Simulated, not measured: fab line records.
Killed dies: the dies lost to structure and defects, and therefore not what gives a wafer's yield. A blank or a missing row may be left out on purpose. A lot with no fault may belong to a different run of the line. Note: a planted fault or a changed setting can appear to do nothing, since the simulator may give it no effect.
Which tool did it?    flow gf180mcu    6 lots, 18 wafers sampled, at 1 step of a route of 602

WHAT EACH GAUGE READ, for each wafer
GF_NSD_OVL_MEAS_08.
lot   measured      on          NSD_OVL (nm)
L870  day 13 17:27  overlay-02  -0.3 -1.4 -1.4
L873  day 14 19:56  overlay-02  0.8 0.2 -0.9
L877  day 15 20:55  overlay-01  -0.9 0.3 0.0
L879  day 16 13:19  overlay-02  -1.8 -0.5 -3.4
L882  day 17 16:55  overlay-02  0.5 -0.5 0.7
L890  day 21 04:56  overlay-01  0.9 1.4 0.0

TOOL THAT RAN EACH LOT (tool first, then ch and the chambers of the sampled wafers, then the start)
There is no process step in the record ahead of these readings.

THE ANSWER, worked out from the rows above alone
Rule: usual is defined by the lots themselves. Put in order of their means at a reading, lots are off if they are a third of the lots or fewer, leave a main group of 4 or more, and stand apart from it by a gap of 3 or more times the standard deviation of the main group's means; of several such gaps the widest counts. If all means in a main group match to the digits the tables above print for the reading, that group is not used. A lot without any number at a reading at which 4 lots or more have one is off too. Where the step has rows for the other lots, those lots are counted as sound.
No lot is off at any reading shown: from this, nothing can be told.

WHAT HAD BEEN PUT IN BY THE SIMULATOR
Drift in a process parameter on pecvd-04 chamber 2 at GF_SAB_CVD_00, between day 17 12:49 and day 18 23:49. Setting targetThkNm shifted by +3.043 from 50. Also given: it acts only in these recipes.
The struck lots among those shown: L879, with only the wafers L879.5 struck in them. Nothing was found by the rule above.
